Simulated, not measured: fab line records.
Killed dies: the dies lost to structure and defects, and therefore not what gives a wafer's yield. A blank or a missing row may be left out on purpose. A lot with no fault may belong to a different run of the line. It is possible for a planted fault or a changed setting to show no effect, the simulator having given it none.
fab line records :: flow sky130
record:
  lots: 6
  wafers: 18
  last_day: 50
route steps=708 shown CAP2M@614 METAL4@621
lots that met no fault: taken from a fault-free run of the same line
start_h: start of the lot's first displayed wafer, in hours after the record's first day :: wait_h: how many hours have passed since the lot's step before this one :: " repeats the value in the row above :: L1.1+2: a row that stands for several wafers :: - no value present, or no start provided :: * or withheld: withheld :: < > ~ a bound
route shown NAME@n: names a module that has steps shown in the file, with the first one's number in the route :: usual: mean and standard deviation over wafers with no fault :: same: alike in all rows :: chamber/n: place in a boat :: sites: readings site by site :: _std_site: the values' standard deviation :: _edge_site: mean of outer sites minus mean of inner sites :: radius_mm: how far each site lies from the wafer's centre :: mask NAME#n: copy n :: behind: the most recent tool/chamber to have shaped the wafer :: hold: what put the lot on hold/how long, in hours/how the hold closed :: device: the transistor (n, p or np) that didn't switch :: end of line: the same wafers' tests at the end of the route :: a step given without rows: its recipe and nothing more :: killed: dies lost to structure and defects at the first sort, not the wafer's yield :: map: a wafer's dies, marking killed ones x, the rest . and places with no die _
set.NAME: setting as actually run; set.NAME@STEP: the setting as run at that earlier step :: model.NAME: the simulator's own value behind a step, which no gauge read
certain route steps with their lots: each step a table, each wafer a row
services: a tool's chamber out of use, with start hour (start_h, from the record's first day; less than 0 if before it), hours out, and reason
== steps ==
step: SKY_CAP2M_DEVELOP_11
recipe:
  resist: NOVOLAK
  developer: TMAH
  develop_time_s: 60
  dev_temp_c: 23
step: SKY_CAP2M_OVL_MEAS_12
usual:
  CAP2M_OVL: 0.3/1.4
lot.wafer: L873.1
tool: overlay-01
chamber: -
start_h: 990.95
wait_h: 0.1
CAP2M_OVL[nm]: -0.2

lot.wafer: L873.2
tool: overlay-01
chamber: -
start_h: 990.95
wait_h: 0.1
CAP2M_OVL[nm]: -0.3

lot.wafer: L873.3
tool: overlay-01
chamber: -
start_h: 990.95
wait_h: 0.1
CAP2M_OVL[nm]: -2.5

lot.wafer: L877.1
tool: overlay-02
chamber: -
start_h: 1015.70
wait_h: 0.1
CAP2M_OVL[nm]: 1.5

lot.wafer: L877.2
tool: overlay-02
chamber: -
start_h: 1015.70
wait_h: 0.1
CAP2M_OVL[nm]: -0.1

lot.wafer: L877.4
tool: overlay-02
chamber: -
start_h: 1015.70
wait_h: 0.1
CAP2M_OVL[nm]: 2.1

lot.wafer: L878.2
tool: overlay-02
chamber: -
start_h: 1025.39
wait_h: 0.1
CAP2M_OVL[nm]: 2.1

lot.wafer: L878.3
tool: overlay-02
chamber: -
start_h: 1025.39
wait_h: 0.1
CAP2M_OVL[nm]: 0.6

lot.wafer: L878.5
tool: overlay-02
chamber: -
start_h: 1025.39
wait_h: 0.1
CAP2M_OVL[nm]: -0.1

lot.wafer: L887.1
tool: overlay-02
chamber: -
start_h: 1080.45
wait_h: 0.1
CAP2M_OVL[nm]: 0.2

lot.wafer: L887.3
tool: overlay-02
chamber: -
start_h: 1080.45
wait_h: 0.1
CAP2M_OVL[nm]: 0.2

lot.wafer: L887.5
tool: overlay-02
chamber: -
start_h: 1080.45
wait_h: 0.1
CAP2M_OVL[nm]: 0.9

lot.wafer: L888.1
tool: overlay-01
chamber: -
start_h: 1089.75
wait_h: 0.1
CAP2M_OVL[nm]: 1.3

lot.wafer: L888.3
tool: overlay-01
chamber: -
start_h: 1089.75
wait_h: 0.1
CAP2M_OVL[nm]: -1.2

lot.wafer: L888.4
tool: overlay-01
chamber: -
start_h: 1089.75
wait_h: 0.1
CAP2M_OVL[nm]: -0.7

lot.wafer: L891.2
tool: overlay-01
chamber: -
start_h: 1102.29
wait_h: 0.1
CAP2M_OVL[nm]: -1.2

lot.wafer: L891.3
tool: overlay-01
chamber: -
start_h: 1102.29
wait_h: 0.1
CAP2M_OVL[nm]: -0.5

lot.wafer: L891.4
tool: overlay-01
chamber: -
start_h: 1102.29
wait_h: 0.1
CAP2M_OVL[nm]: -3.2
step: SKY_CAP2M_METAL_ETCH_13
recipe:
  target_depth_nm: 220
  stop_on: SiO2
  chemistry: Cl2/BCl3
  target: TiN
  pressure_mtorr: 10
  icp_w: 900
  bias_w: 48.5
  Cl2_flow_sccm: 60
  bcl3_flow_sccm: 30
  time_s: 62.9
usual:
  bcl3_flow_sccm: 30.01/0.096
  drypump_motor_current_A: 5.6/0.6
  oes_product_au: 0.941/0.0075
  throttle_valve_pct: 21.902/0.01
lot.wafer: L873.1
tool: rie_metal-02
chamber: 1
start_h: 990.99
wait_h: 0.0
bcl3_flow_sccm: 29.92
drypump_motor_current_A: 4.9
oes_product_au: 0.945
rf_hours_counter_h: 7
throttle_valve_pct: 21.888

lot.wafer: L873.2
tool: rie_metal-02
chamber: 0
start_h: 990.99
wait_h: 0.0
bcl3_flow_sccm: 30.06
drypump_motor_current_A: 5.8
oes_product_au: 0.943
rf_hours_counter_h: 16
throttle_valve_pct: 21.904

lot.wafer: L873.3
tool: rie_metal-02
chamber: 0
start_h: 990.99
wait_h: 0.0
bcl3_flow_sccm: 29.96
drypump_motor_current_A: 5.8
oes_product_au: 0.931
rf_hours_counter_h: -
throttle_valve_pct: 21.881

lot.wafer: L877.1
tool: rie_metal-01
chamber: 1
start_h: 1015.74
wait_h: 0.0
bcl3_flow_sccm: 30.11
drypump_motor_current_A: 6.5
oes_product_au: 0.943
rf_hours_counter_h: 2
throttle_valve_pct: 21.903

lot.wafer: L877.2
tool: rie_metal-01
chamber: 0
start_h: 1015.74
wait_h: 0.0
bcl3_flow_sccm: 30.03
drypump_motor_current_A: 6.2
oes_product_au: 0.942
rf_hours_counter_h: 20
throttle_valve_pct: 21.907

lot.wafer: L877.4
tool: rie_metal-01
chamber: 0
start_h: 1015.74
wait_h: 0.0
bcl3_flow_sccm: 29.95
drypump_motor_current_A: 6.2
oes_product_au: 0.951
rf_hours_counter_h: -
throttle_valve_pct: 21.904

lot.wafer: L878.2
tool: rie_metal-03
chamber: 0
start_h: 1025.42
wait_h: 0.0
bcl3_flow_sccm: 30.04
drypump_motor_current_A: 5.5
oes_product_au: 0.940
rf_hours_counter_h: 22
throttle_valve_pct: 21.898

lot.wafer: L878.3
tool: rie_metal-03
chamber: 1
start_h: 1025.42
wait_h: 0.0
bcl3_flow_sccm: 30.02
drypump_motor_current_A: 5.1
oes_product_au: 0.939
rf_hours_counter_h: -
throttle_valve_pct: 21.903

lot.wafer: L878.5
tool: rie_metal-03
chamber: 0
start_h: 1025.42
wait_h: 0.0
bcl3_flow_sccm: 29.88
drypump_motor_current_A: 5.4
oes_product_au: 0.949
rf_hours_counter_h: -
throttle_valve_pct: 21.907

lot.wafer: L887.1
tool: rie_metal-01
chamber: 0
start_h: 1080.49
wait_h: 0.0
bcl3_flow_sccm: 30.09
drypump_motor_current_A: 6.2
oes_product_au: 0.938
rf_hours_counter_h: 0
throttle_valve_pct: 21.898

lot.wafer: L887.3
tool: rie_metal-01
chamber: 0
start_h: 1080.49
wait_h: 0.0
bcl3_flow_sccm: 30.03
drypump_motor_current_A: 6.2
oes_product_au: 0.941
rf_hours_counter_h: -
throttle_valve_pct: 21.922

lot.wafer: L887.5
tool: rie_metal-01
chamber: 1
start_h: 1080.49
wait_h: 0.0
bcl3_flow_sccm: 29.99
drypump_motor_current_A: 6.6
oes_product_au: 0.936
rf_hours_counter_h: -
throttle_valve_pct: 21.901

lot.wafer: L888.1
tool: rie_metal-02
chamber: 0
start_h: 1089.79
wait_h: 0.0
bcl3_flow_sccm: 29.99
drypump_motor_current_A: 5.8
oes_product_au: 0.931
rf_hours_counter_h: 22
throttle_valve_pct: 21.918

lot.wafer: L888.3
tool: rie_metal-02
chamber: 0
start_h: 1089.79
wait_h: 0.0
bcl3_flow_sccm: 29.92
drypump_motor_current_A: 5.7
oes_product_au: 0.940
rf_hours_counter_h: -
throttle_valve_pct: 21.904

lot.wafer: L888.4
tool: rie_metal-02
chamber: 1
start_h: 1089.79
wait_h: 0.0
bcl3_flow_sccm: 30.02
drypump_motor_current_A: 4.9
oes_product_au: 0.940
rf_hours_counter_h: -
throttle_valve_pct: 21.914

lot.wafer: L891.2
tool: rie_metal-02
chamber: 0
start_h: 1102.32
wait_h: 0.0
bcl3_flow_sccm: 30.07
drypump_motor_current_A: 5.8
oes_product_au: 0.933
rf_hours_counter_h: 23
throttle_valve_pct: 21.922

lot.wafer: L891.3
tool: rie_metal-02
chamber: 1
start_h: 1102.32
wait_h: 0.0
bcl3_flow_sccm: 29.96
drypump_motor_current_A: 4.9
oes_product_au: 0.941
rf_hours_counter_h: -
throttle_valve_pct: 21.899

lot.wafer: L891.4
tool: rie_metal-02
chamber: 0
start_h: 1102.32
wait_h: 0.0
bcl3_flow_sccm: 29.99
drypump_motor_current_A: 5.7
oes_product_au: 0.933
rf_hours_counter_h: -
throttle_valve_pct: 21.901
step: SKY_CAP2M_STRIP_14
recipe:
  chemistry: O2/N2
  power_w: 1400
  pressure_mtorr: 1500
  platen_temp_c: withheld
  o2_flow_sccm: 3000
  n2_flow_sccm: 300
  overash_fraction: 0.5
usual:
  drypump_motor_current_A: 5.4/0.36
  oes_product_au: 0.710/0.0046
  strip_time_to_endpoint_s: 12.66/0.046
lot.wafer: L873.1
tool: plasma_asher-01
chamber: 0
start_h: 991.07
wait_h: 0.1
drypump_motor_current_A: 5.4
oes_product_au: 0.710
rf_hours_counter_h: 116
strip_time_to_endpoint_s: 12.70

lot.wafer: L873.2
tool: plasma_asher-01
chamber: 1
start_h: 991.07
wait_h: 0.1
drypump_motor_current_A: 4.9
oes_product_au: 0.707
rf_hours_counter_h: 116
strip_time_to_endpoint_s: 12.61

lot.wafer: L873.3
tool: plasma_asher-01
chamber: 0
start_h: 991.07
wait_h: 0.1
drypump_motor_current_A: 5.5
oes_product_au: 0.710
rf_hours_counter_h: -
strip_time_to_endpoint_s: 12.65

lot.wafer: L877.1
tool: plasma_asher-04
chamber: 1
start_h: 1015.81
wait_h: 0.1
drypump_motor_current_A: 5.4
oes_product_au: 0.715
rf_hours_counter_h: 27
strip_time_to_endpoint_s: 12.63

lot.wafer: L877.2
tool: plasma_asher-04
chamber: 0
start_h: 1015.81
wait_h: 0.1
drypump_motor_current_A: 5.1
oes_product_au: 0.711
rf_hours_counter_h: 27
strip_time_to_endpoint_s: 12.66

lot.wafer: L877.4
tool: plasma_asher-04
chamber: 0
start_h: 1015.81
wait_h: 0.1
drypump_motor_current_A: 5.1
oes_product_au: 0.709
rf_hours_counter_h: -
strip_time_to_endpoint_s: 12.63

lot.wafer: L878.2
tool: plasma_asher-04
chamber: 0
start_h: 1025.49
wait_h: 0.1
drypump_motor_current_A: 5.1
oes_product_au: 0.704
rf_hours_counter_h: 28
strip_time_to_endpoint_s: 12.64

lot.wafer: L878.3
tool: plasma_asher-04
chamber: 1
start_h: 1025.49
wait_h: 0.1
drypump_motor_current_A: 5.4
oes_product_au: 0.705
rf_hours_counter_h: -
strip_time_to_endpoint_s: 12.74

lot.wafer: L878.5
tool: plasma_asher-04
chamber: 1
start_h: 1025.49
wait_h: 0.1
drypump_motor_current_A: 5.4
oes_product_au: 0.714
rf_hours_counter_h: -
strip_time_to_endpoint_s: 12.67

lot.wafer: L887.1
tool: plasma_asher-02
chamber: 1
start_h: 1080.57
wait_h: 0.1
drypump_motor_current_A: 5.3
oes_product_au: 0.707
rf_hours_counter_h: 65
strip_time_to_endpoint_s: 12.73

lot.wafer: L887.3
tool: plasma_asher-02
chamber: 0
start_h: 1080.57
wait_h: 0.1
drypump_motor_current_A: 6.0
oes_product_au: 0.712
rf_hours_counter_h: -
strip_time_to_endpoint_s: 12.67

lot.wafer: L887.5
tool: plasma_asher-02
chamber: 0
start_h: 1080.57
wait_h: 0.1
drypump_motor_current_A: 6.0
oes_product_au: 0.708
rf_hours_counter_h: -
strip_time_to_endpoint_s: 12.70

lot.wafer: L888.1
tool: plasma_asher-02
chamber: 0
start_h: 1089.86
wait_h: 0.1
drypump_motor_current_A: 6.0
oes_product_au: 0.710
rf_hours_counter_h: 66
strip_time_to_endpoint_s: 12.68

lot.wafer: L888.3
tool: plasma_asher-02
chamber: 1
start_h: 1089.86
wait_h: 0.1
drypump_motor_current_A: 5.3
oes_product_au: 0.705
rf_hours_counter_h: -
strip_time_to_endpoint_s: 12.68

lot.wafer: L888.4
tool: plasma_asher-02
chamber: 0
start_h: 1089.86
wait_h: 0.1
drypump_motor_current_A: 6.0
oes_product_au: 0.707
rf_hours_counter_h: -
strip_time_to_endpoint_s: 12.72

lot.wafer: L891.2
tool: plasma_asher-02
chamber: 0
start_h: 1102.40
wait_h: 0.1
drypump_motor_current_A: 6.0
oes_product_au: 0.705
rf_hours_counter_h: 67
strip_time_to_endpoint_s: 12.66

lot.wafer: L891.3
tool: plasma_asher-02
chamber: 1
start_h: 1102.40
wait_h: 0.1
drypump_motor_current_A: 5.4
oes_product_au: 0.713
rf_hours_counter_h: -
strip_time_to_endpoint_s: 12.67

lot.wafer: L891.4
tool: plasma_asher-02
chamber: 0
start_h: 1102.40
wait_h: 0.1
drypump_motor_current_A: 6.0
oes_product_au: 0.703
rf_hours_counter_h: -
strip_time_to_endpoint_s: 12.66
step: SKY_CAP2M_STRIP_15
recipe:
  chemistry: post_etch_residue_remover
  time_s: 1200
  temp_c: 72.5
step: SKY_CAP2M_CLEAN_16
recipe:
  chemistry: IPA
  time_s: 180
  temp_c: 25
step: SKY_CAP2M_CLEAN_17
recipe:
  chemistry: O3/DIW
  dry: n2_spin
step: SKY_METAL4_DEHYDRATE_05
recipe:
  temp_c: 200
  time_s: 60
step: SKY_METAL4_HMDS_06
recipe:
  prime_time_s: 60
  prime_temp_c: 120
step: SKY_METAL4_COAT_07
recipe:
  resist: BARC
  temp_c: withheld
  time_s: withheld
  spin_rpm: 3000
  resist_thk_nm: 60
step: SKY_METAL4_COAT_08
recipe:
  resist: KrF-thick
  spin_rpm: 3000
  resist_thk_nm: 1140
step: SKY_METAL4_SOFTBAKE_09
recipe:
  temp_c: 100
  time_s: 90
  resist: KrF-thick
step: SKY_METAL4_EXPOSE_10
recipe:
  mask_id: MM4
  na: 0.68
  source_shape: annular
  sigma_inner: 0.4
  sigma_outer: 0.8
  target_cd_nm: 300
  dose_mj: 28
usual:
  exposure_dose_mJ_cm2: 27.97/0.03
  focus_offset_nm: 0.0/0.48
  sigma_outer: 0.8/0
lot.wafer: L873.1
tool: krf_scanner-01
chamber: 0
start_h: 1003.52
wait_h: -
mask: MM4#0
exposure_dose_mJ_cm2: 27.98
focus_offset_nm: 1.3
sigma_outer: 0.8

lot.wafer: L873.2
tool: krf_scanner-01
chamber: 0
start_h: 1003.52
wait_h: -
mask: MM4#0
exposure_dose_mJ_cm2: 27.97
focus_offset_nm: 0.4
sigma_outer: 0.8

lot.wafer: L873.3
tool: krf_scanner-01
chamber: 0
start_h: 1003.52
wait_h: -
mask: MM4#0
exposure_dose_mJ_cm2: 27.94
focus_offset_nm: 0.4
sigma_outer: 0.8

lot.wafer: L877.1
tool: krf_scanner-02
chamber: -
start_h: 1028.03
wait_h: -
mask: MM4#0
exposure_dose_mJ_cm2: -
focus_offset_nm: -
sigma_outer: -

lot.wafer: L877.2
tool: krf_scanner-02
chamber: -
start_h: 1028.03
wait_h: -
mask: MM4#0
exposure_dose_mJ_cm2: -
focus_offset_nm: -
sigma_outer: -

lot.wafer: L877.4
tool: krf_scanner-02
chamber: -
start_h: 1028.03
wait_h: -
mask: MM4#0
exposure_dose_mJ_cm2: -
focus_offset_nm: -
sigma_outer: -

lot.wafer: L878.2
tool: krf_scanner-02
chamber: -
start_h: 1037.43
wait_h: -
mask: MM4#0
exposure_dose_mJ_cm2: -
focus_offset_nm: -
sigma_outer: -

lot.wafer: L878.3
tool: krf_scanner-02
chamber: -
start_h: 1037.43
wait_h: -
mask: MM4#0
exposure_dose_mJ_cm2: -
focus_offset_nm: -
sigma_outer: -

lot.wafer: L878.5
tool: krf_scanner-02
chamber: -
start_h: 1037.43
wait_h: -
mask: MM4#0
exposure_dose_mJ_cm2: -
focus_offset_nm: -
sigma_outer: -

lot.wafer: L887.1
tool: krf_scanner-01
chamber: 0
start_h: 1091.95
wait_h: -
mask: MM4#0
exposure_dose_mJ_cm2: 27.97
focus_offset_nm: -0.6
sigma_outer: 0.8

lot.wafer: L887.3
tool: krf_scanner-01
chamber: 0
start_h: 1091.95
wait_h: -
mask: MM4#0
exposure_dose_mJ_cm2: 28.00
focus_offset_nm: -0.6
sigma_outer: 0.8

lot.wafer: L887.5
tool: krf_scanner-01
chamber: 0
start_h: 1091.95
wait_h: -
mask: MM4#0
exposure_dose_mJ_cm2: 28.00
focus_offset_nm: -0.7
sigma_outer: 0.8

lot.wafer: L888.1
tool: krf_scanner-02
chamber: 0
start_h: 1101.11
wait_h: -
mask: MM4#0
exposure_dose_mJ_cm2: 27.93
focus_offset_nm: 0.3
sigma_outer: 0.8

lot.wafer: L888.3
tool: krf_scanner-02
chamber: 0
start_h: 1101.11
wait_h: -
mask: MM4#0
exposure_dose_mJ_cm2: 27.96
focus_offset_nm: 0.6
sigma_outer: 0.8

lot.wafer: L888.4
tool: krf_scanner-02
chamber: 0
start_h: 1101.11
wait_h: -
mask: MM4#0
exposure_dose_mJ_cm2: 27.97
focus_offset_nm: 1.0
sigma_outer: 0.8

lot.wafer: L891.2
tool: krf_scanner-01
chamber: 0
start_h: 1113.20
wait_h: -
mask: MM4#0
exposure_dose_mJ_cm2: 27.95
focus_offset_nm: 0.2
sigma_outer: 0.8

lot.wafer: L891.3
tool: krf_scanner-01
chamber: 0
start_h: 1113.20
wait_h: -
mask: MM4#0
exposure_dose_mJ_cm2: 27.97
focus_offset_nm: 0.3
sigma_outer: 0.8

lot.wafer: L891.4
tool: krf_scanner-01
chamber: 0
start_h: 1113.20
wait_h: -
mask: MM4#0
exposure_dose_mJ_cm2: 27.97
focus_offset_nm: 0.7
sigma_outer: 0.8
step: SKY_METAL4_PEB_11
recipe:
  peb_temp_c: withheld
  peb_time_s: withheld
  resist: KrF-thick
== services ==
tool: rie_metal-01
chamber: 1
start_h: 967.39
hours: -
kind: clean

tool: rie_metal-01
chamber: 1
start_h: 967.39
hours: 16.5
kind: scheduled_down

tool: rie_metal-01
chamber: 1
start_h: 967.39
hours: 16.5
kind: vent_cycle

tool: krf_scanner-01
chamber: 0
start_h: 981.34
hours: -
kind: calibration

tool: krf_scanner-01
chamber: -
start_h: 982.49
hours: 1.3
kind: pm

tool: krf_scanner-01
chamber: -
start_h: 985.13
hours: 0.8
kind: pm

tool: plasma_asher-02
chamber: -
start_h: 992.71
hours: 0.5
kind: repair

tool: krf_scanner-01
chamber: -
start_h: 995.27
hours: 1.0
kind: pm

tool: rie_metal-02
chamber: 0
start_h: 999.49
hours: 4.3
kind: repair

tool: plasma_asher-01
chamber: -
start_h: 1021.03
hours: 1.9
kind: repair

tool: krf_scanner-02
chamber: -
start_h: 1032.71
hours: 1.3
kind: pm

tool: plasma_asher-01
chamber: -
start_h: 1033.50
hours: 4.4
kind: repair

tool: krf_scanner-01
chamber: -
start_h: 1034.55
hours: 0.9
kind: repair

tool: plasma_asher-02
chamber: -
start_h: 1048.99
hours: 0.6
kind: repair

tool: plasma_asher-02
chamber: -
start_h: 1052.70
hours: 3.9
kind: repair

tool: rie_metal-01
chamber: 0
start_h: 1053.15
hours: -
kind: clean

tool: rie_metal-01
chamber: 0
start_h: 1053.15
hours: 23.6
kind: scheduled_down

tool: rie_metal-01
chamber: 0
start_h: 1053.15
hours: 23.6
kind: vent_cycle

tool: plasma_asher-01
chamber: -
start_h: 1055.25
hours: 9.0
kind: pm

tool: plasma_asher-01
chamber: 0
start_h: 1055.25
hours: 9.0
kind: vent_cycle

tool: plasma_asher-01
chamber: 1
start_h: 1055.25
hours: 9.0
kind: vent_cycle

tool: krf_scanner-02
chamber: -
start_h: 1070.38
hours: 0.8
kind: pm

tool: krf_scanner-02
chamber: -
start_h: 1094.19
hours: 1.0
kind: pm

tool: plasma_asher-04
chamber: -
start_h: 1111.99
hours: 3.7
kind: repair
== key ==
first_sign:
  step: SKY_METAL4_EXPOSE_10
  reading: tool_record
  direction: missing
effect none on later readings
met_at SKY_METAL4_EXPOSE_10
struck_wafers L877.1,L877.2,L877.4,L878.2,L878.3,L878.5
later_rows_left_out L877.1,L877.2,L877.4,L878.2,L878.3,L878.5
sort_left_out L877.1,L877.2,L877.4,L878.2,L878.3,L878.5
fault:
  kind: skipped_step_whole
  tool: krf_scanner-02
  chamber: -
  onset_h: 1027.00
  steps: SKY_METAL4_EXPOSE_10
  scope: struck_lots_only
sort_left_out: the simulated sort isn't trusted on such a fault, so these wafers' sort isn't shown, and their yield isn't known
later_rows_left_out: the simulator's readings of these wafers behind a module that went badly wrong aren't trusted and aren't shown, but for the sort
